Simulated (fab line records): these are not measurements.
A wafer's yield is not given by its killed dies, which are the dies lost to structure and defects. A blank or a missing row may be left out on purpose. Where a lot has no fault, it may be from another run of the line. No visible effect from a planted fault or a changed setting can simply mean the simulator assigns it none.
Matching of chambers    flow gf180mcu    GF_V1_CVD_02 on pecvd-01 has 3 sister chambers
The step deposits SiO2 from TEOS, target thk 850 nm, time 94.851 s. 3 wafers are shown with their chamber, then 7 later ones without.

WAFERS, EACH WITH ITS CHAMBER
wafer   chamber  heaterPowerW (W)
L081.1  2        696
L091.1  1        763
L091.2  0        656

WAFERS MISSING THEIR CHAMBER
wafer   heaterPowerW (W)
L091.4  679
L094.1  701
L094.4  699
L094.6  688
L096.2  756
L096.3  578
L096.5  565

CHAMBER TAKEN BY EACH
wafer   from the rows above           in truth
L091.4  can't be placed: 2 or 0 or 1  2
L094.1  can't be placed: 2 or 0 or 1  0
L094.4  can't be placed: 2 or 0 or 1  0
L094.6  can't be placed: 2 or 0 or 1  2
L096.2  can't be placed: 1 or 2       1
L096.3  can't be placed: 0 or 2       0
L096.5  can't be placed: 0 or 2       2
Correct placement for 0 of the 7. Not placeable from these rows: 7 (in 7, the candidates include the true chamber). 0 placed wrongly.
How it was worked out, from the rows above alone: a wafer's distance from a chamber is the root of the sum, over the readings, of the square of ((its reading less the chamber's mean) divided by the reading's scatter). The wafer belongs to the nearest chamber; if the next one is less than 2 further off, it can't be placed. A chamber's mean is the mean of its shown wafers. The scatter (one wafer shown for each chamber): square how far every hidden wafer sits from the nearest shown wafer, average those squares and take the square root.
